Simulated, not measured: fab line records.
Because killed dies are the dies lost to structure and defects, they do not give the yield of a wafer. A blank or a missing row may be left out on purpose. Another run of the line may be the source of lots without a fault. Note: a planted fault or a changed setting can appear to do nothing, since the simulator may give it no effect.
The tool behind it: which one?	flow gf180mcu	14 lots with 42 wafers sampled at 4 steps, on a route of 602 steps

## WHAT THE GAUGES READ, wafer by wafer
GF_PSD_RS_MEAS_15: a four-point-probe measurement.
lot	measured	on	PSD_RS (ohm/sq)
L473	day 14 21:20	filmMetro-04	108.41 108.58 108.52
L474	day 15 04:32	filmMetro-02	108.91 108.67 108.58
L475	day 15 10:16	filmMetro-02	109.19 109.11 108.94
L476	day 15 14:40	filmMetro-02	108.56 108.70 108.72
L477	day 16 04:24	filmMetro-02	108.06 108.24 108.37
L478	day 16 07:25	filmMetro-02	108.84 109.09 108.56
L479	day 16 18:38	filmMetro-04	108.79 108.52 108.51
L481	day 17 06:28	filmMetro-02	109.18 108.61 108.69
L483	day 18 00:46	filmMetro-04	109.11 109.36 109.30
L484	day 18 08:08	filmMetro-01	108.09 108.30 108.22
L485	day 19 01:39	filmMetro-02	109.02 108.91 108.61
L486	day 19 06:17	filmMetro-04	108.34 108.66 108.63
L487	day 19 15:03	filmMetro-02	108.86 109.06 109.05
L488	day 19 19:34	filmMetro-04	108.48 108.38 108.59

GF_CONTACT_BOW_MEAS_05.
lot	measured	on	CONTACT_BOW (um)
L473	day 15 20:08	filmMetro-01	69 64 68
L474	day 16 03:40	filmMetro-03	55 77 70
L475	day 16 09:49	filmMetro-03	72 64 62
L476	day 16 13:26	filmMetro-01	68 58 73
L477	day 17 04:50	filmMetro-04	66 62 68
L478	day 17 07:19	filmMetro-04	58 65 62
L479	day 17 18:31	filmMetro-03	60 55 69
L481	day 18 07:13	filmMetro-04	57 58 66
L483	day 19 01:50	filmMetro-03	65 66 62
L484	day 19 09:15	filmMetro-04	58 63 57
L485	day 20 03:46	filmMetro-04	83 78 63
L488	day 20 21:19	filmMetro-01	68 70 70

## WHICH TOOL RAN EACH LOT (tool, then ch and the chambers of the sampled wafers, then the start)
lot	GF_SAB_ETCH_11	GF_SAB_STRIP_13
L473	rieDiel-03 ch 1,2,3, day 15 18:44	plasmaAsher-04 ch 0,1, day 15 18:53
L474	rieDiel-04 ch 0,3, day 16 02:11	plasmaAsher-02 ch 0,1, day 16 02:23
L475	rieDiel-01 ch 0,1, day 16 08:25	plasmaAsher-03 ch 0,1, day 16 08:34
L476	rieDiel-03 ch 1,2, day 16 11:59	plasmaAsher-02 ch 0,1, day 16 12:08
L477	rieDiel-03 ch 0,1,2, day 17 03:26	plasmaAsher-03 ch 0,1, day 17 03:35
L478	rieDiel-03 ch 0,2,3, day 17 05:53	plasmaAsher-02 ch 0,1, day 17 06:04
L479	rieDiel-01 ch 1,2,3, day 17 17:07	plasmaAsher-03 ch 0,1, day 17 17:16
L481	rieDiel-04 ch 1,2, day 18 05:47	plasmaAsher-02 ch 0,1, day 18 05:58
L483	rieDiel-01 ch 0,1,2, day 19 00:25	plasmaAsher-03 ch 0,1, day 19 00:34
L484	rieDiel-04 ch 0,3, day 19 07:50	plasmaAsher-03 ch 0,1, day 19 07:59
L485	rieDiel-04 ch 1,2, day 20 02:13	plasmaAsher-04 ch 0,1, day 20 02:22
L486	rieDiel-03 ch 1,2, day 20 06:58	plasmaAsher-03 ch 0,1, day 20 07:07
L487	rieDiel-04 ch 0,2,3, day 20 14:47	plasmaAsher-03 ch 0,1, day 20 14:59
L488	rieDiel-01 ch 0,1,3, day 20 19:53	plasmaAsher-04 ch 0,1, day 20 20:02
- GF_SAB_ETCH_11: etches SiO2 in C4F8/O2/Ar, target depth 55 nm, time 8.5 s.
- GF_SAB_STRIP_13: strips in O2/N2.

## AS READ BY THE TOOLS THEMSELVES (means over the sampled wafers that have a number; for cases with no such wafer, the mark the record gives instead)
GF_SAB_ETCH_11.
lot	tool	oesProductAu (a.u.)
L473	rieDiel-03	1.005
L474	rieDiel-04	0.981
L475	rieDiel-01	1.002
L476	rieDiel-03	1.008
L477	rieDiel-03	1.005
L478	rieDiel-03	1.004
L479	rieDiel-01	1.005
L481	rieDiel-04	0.989
L483	rieDiel-01	1.004
L484	rieDiel-04	0.977
L485	rieDiel-04	0.993
L486	rieDiel-03	1.002
L487	rieDiel-04	0.985
L488	rieDiel-01	1.019

GF_SAB_STRIP_13.
lot	tool	chamberPressureMTorr (mTorr)	drypumpMotorCurrentA (A)	heaterPowerW (W)	oesProductAu (a.u.)	stripTimeToEndpointS (s)
L473	plasmaAsher-04	1499.8	5.76	327	0.709	12.60
L474	plasmaAsher-02	1499.8	5.76	358	0.709	12.58
L475	plasmaAsher-03	1501.1	5.57	309	0.708	12.66
L476	plasmaAsher-02	1500.6	5.80	350	0.711	12.65
L477	plasmaAsher-03	1498.7	5.61	299	0.713	12.56
L478	plasmaAsher-02	1500.6	5.79	353	0.710	12.66
L479	plasmaAsher-03	1500.2	5.57	307	0.709	12.58
L481	plasmaAsher-02	1500.3	5.80	381	0.709	12.60
L483	plasmaAsher-03	1499.4	5.60	299	0.713	12.73
L484	plasmaAsher-03	1500.2	5.56	307	0.710	12.60
L485	plasmaAsher-04	1500.3	5.70	329	0.703	12.63
L486	plasmaAsher-03	-	-	-	-	-
L487	plasmaAsher-03	-	-	-	-	-
L488	plasmaAsher-04	1500.1	5.71	328	0.708	12.61

## THE ANSWER, worked out from the rows above alone
Rule: usual is defined by the lots themselves. The widest of any qualifying gaps counts: lots, ordered by their means at a reading, are off when they make up no more than a third of the lots, leave a main group of 4 or more, and stand apart from it by 3 or more times the standard deviation of that group's means. A main group is skipped when, at the precision printed for the reading in the tables above, its means are all equal. A lot without any number at a reading at which 4 lots or more have one is off too. All remaining lots with rows at the step are treated as sound. After the gauges, taken in route order, come the tools' own readings; for these a lot's mean is taken, as printed above. At the first step where some lot is off, the reading lying furthest off is the one used; lots without a number count as furthest.
Off, at GF_SAB_STRIP_13 on chamberPressureMTorr: L486, L487. Without a number there: L486, L487. For the main group the mean is 1500.1 mTorr and the standard deviation 0.59.
If a tool, at that step or one of the process steps before it, ran each lot that is off and ran no sound lot following the first of them, it fits. One fits: plasmaAsher-03 at GF_SAB_STRIP_13. Its last sound lot is L484 (day 19 07:59), its first lot that is off L486 (day 20 07:07): a fault that began between those two fits.
Blank at GF_SAB_STRIP_13 on the lots that are off, where sound lots have numbers: chamberPressureMTorr, drypumpMotorCurrentA, heaterPowerW, oesProductAu, stripTimeToEndpointS.

## WHAT THE SIMULATOR PUT IN
Beginning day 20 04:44, the whole step at GF_SAB_STRIP_13 was skipped on plasmaAsher-03. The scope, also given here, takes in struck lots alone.
Shown lots that were struck: L486, L487. Same finding as the rule above.
